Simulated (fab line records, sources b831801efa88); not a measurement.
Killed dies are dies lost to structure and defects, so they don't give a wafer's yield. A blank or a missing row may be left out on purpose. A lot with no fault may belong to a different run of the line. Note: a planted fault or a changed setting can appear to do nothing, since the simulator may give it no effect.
fab line records | flow sky130
record: lots: 6 wafers: 18 last-day: 50
route steps=708 shown LDD_P@263 LDD_HVN@267 LDD_HVP@278 PAD_OPEN@708
lots that met no fault: taken from a fault-free run of the same line
start-h: the number of hours between the record's first day and the start of the first shown wafer of the lot | wait-h: hours elapsed since this lot's preceding step | " unchanged from the row above | L1.1+2: one row covering several wafers at once | - no value, or no start given | * or withheld: withheld | < > ~ a bound
route shown NAME@n: a module of which the file shows steps, and the number in the route of the first | usual: average and standard deviation across the fault-free wafers | same: alike in all rows | chamber/n: place in a boat | sites: the reading at each site | _std_site: their standard deviation | _edge_site: the outer-site mean with the inner-site mean subtracted | radius-mm: for every site, how far away it sits from the centre of the wafer | mask NAME#n: copy n | behind: the last tool/chamber to shape the wafer | hold: cause of the lot's hold/its duration in hours/its outcome | device: transistor that didn't switch, given as n, p or np | end of line: the tests these same wafers got at the end of their route | step lacking rows: just its recipe | killed: not the wafer's yield, but the dies lost to structure and defects at the first sort | map: per-die view of a wafer (x killed, . not killed, _ where there is no die)
set.NAME: the setting that was run; set.NAME@STEP: the one run at that earlier step | model.NAME: the simulator's own value behind a step, which no gauge read
lots at some steps of the route; a table a step, a row a wafer
services: a tool's chamber out of use, with start hour (start-h, from the record's first day; less than 0 if before it), hours out, and reason
== steps ==
step: SKY_LDD_P_OVL_MEAS_08
usual: LDD_P_OVL: -2.1/1.3
columns lot.wafer tool chamber start-h wait-h LDD_P_OVL[nm]
L300.1 overlay-01 - 537.60 0.1 -2.7
L300.3 " - " " -2.8
L300.5 " - " " -1.5
L301.4 overlay-02 - 555.97 0.1 -1.7
L301.5 " - " " -1.7
L301.6 " - " " -2.2
L306.3 overlay-02 - 575.88 0.1 -2.0
L306.4 " - " " -0.7
L306.6 " - " " -0.6
L308.1 overlay-01 - 595.37 0.1 -3.0
L308.3 " - " " -1.9
L308.4 " - " " -1.6
L307.2 overlay-01 - 597.12 0.1 -2.0
L307.5 " - " " -2.5
L307.6 " - " " -5.2
L313.1 overlay-01 - 638.00 0.1 -4.2
L313.5 " - " " -2.8
L313.6 " - " " -2.4
step: SKY_LDD_P_IMPLANT_09
recipe: species: BF2 energy-kev: 25 dose-cm2: 1e+13 tilt-deg: withheld
step: SKY_LDD_P_STRIP_10
recipe: chemistry: O2/N2 power-w: 1400 pressure-mtorr: 1500 platen-temp-c: withheld o2-flow-sccm: 3000 n2-flow-sccm: 300 overash-fraction: 0.5
usual: drypump-motor-current-A: 5.76/0.24 oes-product-au: 0.716/0.0044 strip-time-to-endpoint-s: 14.18/0.042
columns lot.wafer tool chamber start-h wait-h drypump-motor-current-A oes-product-au rf-hours-counter-h strip-time-to-endpoint-s
L300.1 plasma-asher-01 0 537.79 0.1 5.61 0.719 10 14.23
L300.3 " 1 " " 5.84 0.712 - 14.20
L300.5 " 1 " " 5.83 0.718 - 14.18
L301.4 plasma-asher-02 0 556.17 0.1 5.63 0.710 - 14.25
L301.5 " 0 " " 5.65 0.719 - 14.26
L301.6 " 1 " " 5.49 0.719 - 14.23
L306.3 plasma-asher-02 1 576.09 0.1 5.50 0.720 - 14.12
L306.4 " 0 " " 5.64 0.711 - 14.11
L306.6 " 1 " " 5.49 0.718 - 14.11
L308.1 plasma-asher-04 1 595.55 0.1 5.78 0.724 79 14.18
L308.3 " 0 " " 6.23 0.722 - 14.21
L308.4 " 1 " " 5.78 0.718 - 14.21
L307.2 plasma-asher-01 1 597.30 0.1 5.83 0.715 16 14.10
L307.5 " 0 " " 5.59 0.708 - 14.13
L307.6 " 1 " " 5.84 0.715 - 14.12
L313.1 plasma-asher-04 1 638.19 0.1 5.80 0.710 83 14.19
L313.5 " 0 " " 6.24 0.710 - 14.20
L313.6 " 1 " " 5.80 0.716 - 14.19
step: SKY_LDD_P_TW_MEAS_11
usual: LDD_P_TW: 639/6.2
columns lot.wafer tool chamber start-h wait-h LDD_P_TW
L300.1 film-metro-01 - 537.89 0.1 642
L300.3 " - " " 645
L300.5 " - " " 643
L301.4 film-metro-03 - 556.27 0.1 646
L301.5 " - " " 645
L301.6 " - " " 639
L306.3 film-metro-04 - 576.17 0.1 629
L306.4 " - " " 628
L306.6 " - " " 628
L308.1 film-metro-04 - 595.65 0.1 628
L308.3 " - " " 629
L308.4 " - " " 630
L307.2 film-metro-04 - 597.41 0.1 628
L307.5 " - " " 631
L307.6 " - " " 631
L313.1 film-metro-01 - 638.29 0.1 640
L313.5 " - " " 645
L313.6 " - " " 645
step: SKY_LDD_HVN_DEHYDRATE_00
recipe: temp-c: 200 time-s: 60
step: SKY_LDD_HVN_HMDS_01
recipe: prime-time-s: 60 prime-temp-c: 120
step: SKY_LDD_HVN_COAT_02
recipe: resist: NOVOLAK spin-rpm: 3000 resist-thk-nm: 300
step: SKY_LDD_HVN_SOFTBAKE_03
recipe: temp-c: 90 time-s: 60 resist: NOVOLAK
step: SKY_LDD_HVN_EXPOSE_04
recipe: mask-id: HVNTM na: 0.6 source-shape: conventional sigma-outer: 0.6 polarization: unpolarized target-cd-nm: 700 dose-mj: 127
step: SKY_LDD_HVN_PEB_05
recipe: temp-c: withheld time-s: * resist: NOVOLAK
step: SKY_LDD_HVN_DEVELOP_06
recipe: resist: NOVOLAK developer: TMAH develop-time-s: 60 dev-temp-c: 23
step: SKY_LDD_HVN_OVL_MEAS_07
usual: LDD_HVN_OVL: -0.7/1.2
columns lot.wafer tool chamber start-h wait-h LDD_HVN_OVL[nm]
L300.1 overlay-01 - 566.88 0.1 -2.3
L300.3 " - " " -2.2
L300.5 " - " " -1.0
L301.4 overlay-01 - 586.22 0.1 -0.3
L301.5 " - " " -1.1
L301.6 " - " " -0.3
L306.3 overlay-01 - 605.44 0.1 0.5
L306.4 " - " " 1.3
L306.6 " - " " 0.3
L308.1 overlay-02 - 624.07 0.1 -0.4
L308.3 " - " " -0.5
L308.4 " - " " -0.4
L307.2 overlay-02 - 626.78 0.1 -1.3
L307.5 " - " " 0.5
L307.6 " - " " 0.4
L313.1 overlay-02 - 666.32 0.1 -3.2
L313.5 " - " " -2.9
L313.6 " - " " -1.7
step: SKY_LDD_HVN_IMPLANT_08
recipe: species: P energy-kev: 60 dose-cm2: 3e+13 tilt-deg: 40
usual: dose-ions-cm2: 3e+13/3.4e+10 faraday-current-uA: 169/3.5
columns lot.wafer tool chamber start-h wait-h dose-ions-cm2 faraday-current-uA
L300.1 implanter-01 0 566.92 0.0 2.999e+13 169
L300.3 " 0 " " 3.003e+13 170
L300.5 " 0 " " 3e+13 166
L301.4 implanter-04 0 586.31 0.1 3.003e+13 160
L301.5 " 0 " " 2.998e+13 169
L301.6 " 0 " " 3.005e+13 164
L306.3 implanter-04 0 605.52 0.1 1.484e+13 84
L306.4 " 0 " " 1.485e+13 85
L306.6 " 0 " " 1.484e+13 81
L308.1 implanter-01 0 624.11 0.0 3.001e+13 167
L308.3 " 0 " " 2.995e+13 168
L308.4 " 0 " " 2.995e+13 170
L307.2 implanter-04 0 626.83 0.0 1.482e+13 80
L307.5 " 0 " " 1.481e+13 82
L307.6 " 0 " " 1.481e+13 84
L313.1 implanter-02 0 666.36 0.0 3.002e+13 166
L313.5 " 0 " " 3.001e+13 168
L313.6 " 0 " " 3.008e+13 163
step: SKY_LDD_HVN_STRIP_09
recipe: chemistry: O2/N2 power-w: 1400 pressure-mtorr: 1500 platen-temp-c: withheld o2-flow-sccm: 3000 n2-flow-sccm: 300 overash-fraction: 0.5
usual: drypump-motor-current-A: 5.7/0.33 oes-product-au: 0.409/0.0045 strip-time-to-endpoint-s: 4.134/0.014
columns lot.wafer tool chamber start-h wait-h drypump-motor-current-A oes-product-au rf-hours-counter-h strip-time-to-endpoint-s
L300.1 plasma-asher-04 0 567.07 0.1 6.2 0.412 76 4.107
L300.3 " 1 " " 5.8 0.409 - 4.138
L300.5 " 0 " " 6.2 0.403 - 4.131
L301.4 plasma-asher-02 1 586.42 0.1 5.5 0.413 - 4.109
L301.5 " 0 " " 5.6 0.407 - 4.118
L301.6 " 1 " " 5.5 0.405 - 4.136
L306.3 plasma-asher-03 0 605.65 0.1 5.1 0.421 - 4.110
L306.4 " 1 " " 5.7 0.409 - 4.134
L306.6 " 1 " " 5.7 0.409 - 4.117
L308.1 plasma-asher-03 1 624.26 0.1 5.7 0.408 90 4.152
L308.3 " 0 " " 5.1 0.409 - 4.146
L308.4 " 1 " " 5.7 0.412 - 4.147
L307.2 plasma-asher-04 1 626.96 0.1 5.8 0.411 82 4.129
L307.5 " 0 " " 6.2 0.410 - 4.124
L307.6 " 1 " " 5.8 0.408 - 4.108
L313.1 plasma-asher-04 1 666.51 0.1 5.8 0.412 87 4.134
L313.5 " 0 " " 6.2 0.410 - 4.129
L313.6 " 1 " " 5.8 0.408 - 4.143
step: SKY_LDD_HVN_TW_MEAS_10
usual: LDD_HVN_TW: 1439/10
columns lot.wafer tool chamber start-h wait-h LDD_HVN_TW
L300.1 film-metro-03 - 567.17 0.1 1455
L300.3 " - " " 1449
L300.5 " - " " 1446
L301.4 film-metro-04 - 586.51 0.1 1421
L301.5 " - " " 1424
L301.6 " - " " 1426
L306.3 film-metro-03 - 605.74 0.1 1154
L306.4 " - " " 1153
L306.6 " - " " 1156
L308.1 film-metro-04 - 624.36 0.1 1441
L308.3 " - " " 1438
L308.4 " - " " 1434
L307.2 film-metro-04 - 627.07 0.1 1145
L307.5 " - " " 1148
L307.6 " - " " 1152
L313.1 film-metro-02 - 666.61 0.1 1439
L313.5 " - " " 1433
L313.6 " - " " 1437
step: SKY_LDD_HVP_DEHYDRATE_00
recipe: temp-c: 200 time-s: 60
step: SKY_PAD_OPEN_PROBE_99
usual: killed_at_M0_to_M3: 43/7 killed_at_M4_up: 3.3/1.8 killed-at-contacts: 24/6.2 killed-at-front-end: 16/4.7 killed-at-other: 0.4/0.58 killed-dies: 87/10 killed-open: 47/6.4 killed-short: 39/7
same: gross-dies: 492 killed-at-back-side: 0
columns lot.wafer tool chamber start-h wait-h killed_at_M0_to_M3 killed_at_M4_up killed-at-contacts killed-at-front-end killed-at-other killed-dies killed-open killed-short model.etest.tip_n_5v.rs-ohm-sq model.etest.nfet-g5v0d10v5.r-on-ohm-um model.etest.tip_n_5v.rs-ohm-sq-range model.etest.nfet-g5v0d10v5.drive-ua-um model.etest.nfet_05v0_nvt.drive-ua-um model.etest.tip_n_5v.rs-ohm-sq-rim-less-centre model.etest.res-ndiff-hv.rs-ohm-sq model.etest.ring_5v.delay-ps
L300.1 prober-01 - 1147.29 0.1 45 6 36 17 1 105 59 45 1383 1885 33.24 603 570.8 -3.12 114.9 44.73
L300.3 prober-01 - 1147.39 0.2 38 3 27 11 0 79 43 35 1383 1886 34.31 599.9 573.2 -5.623 114 44.97
L300.5 prober-01 - 1147.49 0.2 47 3 22 12 0 84 44 40 1387 1907 24.59 596 571.5 -10.95 114.4 45.32
L301.4 prober-01 - 1159.45 0.2 40 3 21 19 1 84 51 33 1400 1872 23.84 597.3 565.6 -15.74 113.8 44.75
L301.5 prober-01 - 1159.50 0.2 50 0 23 11 1 85 46 39 1405 1875 34.01 598.2 566.9 -10.22 113.1 44.49
L301.6 prober-01 - 1159.55 0.2 36 3 23 19 1 82 40 42 1407 1893 15.32 588.9 563.1 -2.952 113.2 45.09
L306.3 prober-01 - 1167.26 0.2 51 3 23 11 0 88 48 40 2491 2018 63.82 570.1 554 5.055 116 45.62
L306.4 prober-01 - 1167.31 0.2 36 5 18 23 0 82 47 35 2506 2042 108.3 563.6 554.8 -5.875 117.7 45.96
L306.6 prober-01 - 1167.41 0.2 45 2 18 14 1 80 47 32 2516 2044 69.02 556.5 543.5 -58 117.1 45.76
L308.1 prober-02 - 1179.65 0.1 51 2 28 16 2 99 57 42 1362 1868 41.43 600.9 576.7 -23.21 111.2 45.13
L308.3 prober-02 - 1179.75 0.2 39 7 29 14 2 91 44 45 1373 1854 16.95 606.8 574.9 -4.964 111.3 43.83
L308.4 prober-02 - 1179.80 0.2 48 3 34 12 2 99 49 48 1362 1873 25.17 598.5 573.8 -3.546 110.4 44.31
L307.2 prober-01 - 1181.54 0.1 44 5 19 15 1 84 47 36 2418 2019 123.7 566.3 552.8 -47.98 118.3 45.67
L307.5 prober-01 - 1181.69 0.2 47 7 22 12 0 88 43 45 2416 2035 111 567.8 562.1 -36.18 118.2 45.77
L307.6 prober-01 - 1181.74 0.2 32 5 29 23 0 89 44 45 2413 2020 56.6 572.5 559.8 0.8481 118 45.53
L313.1 prober-02 - 1203.24 0.1 43 3 21 21 0 88 36 52 1407 1916 36.62 596.2 562.9 -14.76 114 44.55
L313.5 prober-02 - 1203.44 0.2 50 5 26 19 0 100 58 42 1408 1933 22.42 584 561.8 -6.989 113.1 46.12
L313.6 prober-02 - 1203.49 0.2 45 5 24 17 0 91 59 32 1409 1891 16.36 597.9 568.8 -4.444 113.7 44.77
killed by level:class
L300.1 LI_CONTACT:geometric-particle:open=11 CONTACT:geometric-particle:open=10 VIA2:geometric-particle:open=8 VIA3:geometric-particle:open=8 METAL2:geometric-particle:short=7 VIA1:geometric-particle:open=7 VIA3:geometric-particle:short=7 POLY_GATE:geometric-particle:short=5
L300.3 VIA1:geometric-particle:open=11 LI_CONTACT:geometric-particle:open=9 CONTACT:geometric-particle:open=9 LOCAL_INTERCONNECT:geometric-particle:short=5 METAL1:geometric-particle:short=5 VIA1:geometric-particle:short=5 VIA3:geometric-particle:short=5 POLY_GATE:geometric-particle:open=4
L300.5 METAL2:geometric-particle:short=10 VIA1:geometric-particle:open=10 LI_CONTACT:geometric-particle:open=9 VIA2:geometric-particle:open=7 VIA3:geometric-particle:open=6 CONTACT:geometric-particle:open=5 FIELD_ISO:geometric-particle:short=4 CONTACT:geometric-particle:short=4
L301.4 VIA1:geometric-particle:open=10 CONTACT:geometric-particle:open=8 VIA3:geometric-particle:open=8 LI_CONTACT:geometric-particle:open=6 METAL2:geometric-particle:short=6 VIA2:geometric-particle:open=5 FIELD_ISO:geometric-particle:short=4 FIELD_ISO:geometric-particle:open=4
L301.5 CONTACT:geometric-particle:open=11 VIA3:geometric-particle:open=10 VIA1:geometric-particle:open=9 VIA1:geometric-particle:short=6 FIELD_ISO:geometric-particle:short=5 VIA3:geometric-particle:short=5 LI_CONTACT:geometric-particle:open=4 METAL2:geometric-particle:short=4
L301.6 VIA1:geometric-particle:open=12 FIELD_ISO:geometric-particle:short=8 CONTACT:geometric-particle:open=7 LI_CONTACT:geometric-particle:open=6 POLY_GATE:geometric-particle:short=5 METAL1:geometric-particle:short=5 VIA3:geometric-particle:open=5 LI_CONTACT:geometric-particle:short=4
L306.3 VIA1:geometric-particle:open=15 VIA2:geometric-particle:open=10 CONTACT:geometric-particle:short=7 CONTACT:geometric-particle:open=6 LI_CONTACT:geometric-particle:open=5 METAL1:geometric-particle:short=5 VIA1:geometric-particle:short=5 VIA3:geometric-particle:short=5
L306.4 CONTACT:geometric-particle:open=8 VIA1:geometric-particle:open=8 POLY_GATE:geometric-particle:short=7 LI_CONTACT:geometric-particle:open=6 VIA3:geometric-particle:open=6 VIA2:geometric-particle:open=5 FIELD_ISO:geometric-particle:short=4 POLY_GATE:geometric-particle:open=4
L306.6 VIA1:geometric-particle:open=12 VIA2:geometric-particle:open=10 LI_CONTACT:geometric-particle:open=8 VIA3:geometric-particle:open=5 FIELD_ISO:geometric-particle:open=4 FIELD_ISO:geometric-particle:short=4 POLY_GATE:geometric-particle:short=3 LOCAL_INTERCONNECT:geometric-particle:short=3
L308.1 VIA1:geometric-particle:open=11 VIA3:geometric-particle:open=11 LI_CONTACT:geometric-particle:open=9 CONTACT:geometric-particle:open=9 VIA2:geometric-particle:open=8 POLY_GATE:geometric-particle:short=6 METAL1:geometric-particle:short=6 CONTACT:geometric-particle:short=5
L308.3 METAL2:geometric-particle:short=10 CONTACT:geometric-particle:open=9 LI_CONTACT:geometric-particle:open=8 CONTACT:geometric-particle:short=6 VIA1:geometric-particle:open=6 VIA3:geometric-particle:open=5 VIA3:geometric-particle:short=4 METAL4:geometric-particle:short=4
L308.4 LI_CONTACT:geometric-particle:open=14 VIA1:geometric-particle:open=10 VIA1:geometric-particle:short=10 METAL1:geometric-particle:short=8 CONTACT:geometric-particle:open=7 LOCAL_INTERCONNECT:geometric-particle:short=5 POLY_GATE:geometric-particle:short=4 VIA2:geometric-particle:open=4
L307.2 CONTACT:geometric-particle:open=10 VIA3:geometric-particle:open=8 METAL1:geometric-particle:short=7 VIA1:geometric-particle:open=7 VIA2:geometric-particle:open=5 METAL3:geometric-particle:short=5 POLY_GATE:geometric-particle:open=4 LOCAL_INTERCONNECT:geometric-particle:open=4
L307.5 VIA1:geometric-particle:open=11 METAL1:geometric-particle:short=8 LOCAL_INTERCONNECT:geometric-particle:short=7 VIA3:geometric-particle:open=6 METAL4:geometric-particle:short=6 FIELD_ISO:geometric-particle:open=5 CONTACT:geometric-particle:short=5 VIA2:geometric-particle:open=5
L307.6 LOCAL_INTERCONNECT:geometric-particle:short=10 CONTACT:geometric-particle:open=7 VIA2:geometric-particle:open=7 CONTACT:geometric-particle:short=6 FIELD_ISO:geometric-particle:open=5 POLY_GATE:geometric-particle:short=5 VIA3:geometric-particle:open=5 METAL2:geometric-particle:short=5
L313.1 VIA1:geometric-particle:open=7 VIA2:geometric-particle:short=7 LOCAL_INTERCONNECT:geometric-particle:short=5 CONTACT:geometric-particle:open=5 CONTACT:geometric-particle:short=5 METAL2:geometric-particle:short=5 VIA3:geometric-particle:open=5 FIELD_ISO:geometric-particle:short=4
L313.5 CONTACT:geometric-particle:open=13 VIA1:geometric-particle:open=10 VIA3:geometric-particle:open=10 METAL2:geometric-particle:short=9 FIELD_ISO:geometric-particle:open=5 CONTACT:geometric-particle:short=5 VIA2:geometric-particle:open=5 LOCAL_INTERCONNECT:geometric-particle:short=4
L313.6 VIA1:geometric-particle:open=12 CONTACT:geometric-particle:open=10 LI_CONTACT:geometric-particle:open=8 VIA3:geometric-particle:open=8 METAL2:geometric-particle:short=5 FIELD_ISO:geometric-particle:open=4 POLY_GATE:geometric-particle:open=4 SPACER:geometric-particle:open=4
== services ==
columns tool chamber start-h hours kind
implanter-02 - 518.96 2.6 repair
implanter-01 - 539.00 2.3 repair
plasma-asher-04 - 557.40 2.8 pm
implanter-04 - 566.61 7.0 pm
plasma-asher-01 - 594.49 1.9 repair
implanter-01 - 595.92 1.8 repair
plasma-asher-03 - 605.77 6.0 repair
plasma-asher-02 - 631.54 77.4 repair
implanter-04 - 636.27 1.5 repair
implanter-01 - 650.77 5.3 pm
implanter-04 - 660.18 5.5 pm
== key ==
first-sign: step: SKY_LDD_HVN_IMPLANT_08 reading: dose-ions-cm2 direction: down sigmas: 99+ usual: * struck: *
effect: step: SKY_LDD_HVN_IMPLANT_08 reading: faraday-current-uA direction: down sigmas: 25 usual: 169 struck: 83
effect: step: SKY_LDD_HVN_TW_MEAS_10 reading: LDD_HVN_TW direction: down sigmas: 29 usual: 1439 struck: 1151
model-effect: step: SKY_PAD_OPEN_PROBE_99 value: etest.tip_n_5v.rs-ohm-sq without: 1393 struck: 2460
met-at SKY_LDD_HVN_IMPLANT_08
struck-wafers L306.3,L306.4,L306.6,L307.2,L307.5,L307.6
tester-left-out L306,L307
onset-between 586.31 605.52
fault: kind: process-parameter-drift tool: implanter-04 chamber: - onset-h: 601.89 steps: SKY_LDD_HVN_IMPLANT_08 channel: dose-cm2 offset: * shape: step end-h: 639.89 acts-in: * stated: *
tester-left-out: of these lots the tester's yield and bins aren't shown, on N5 and GAA mostly nor the transistor test; their killed dies are dies lost to structure and defects alone, not to doping, threshold or leakage, so they don't give the yield
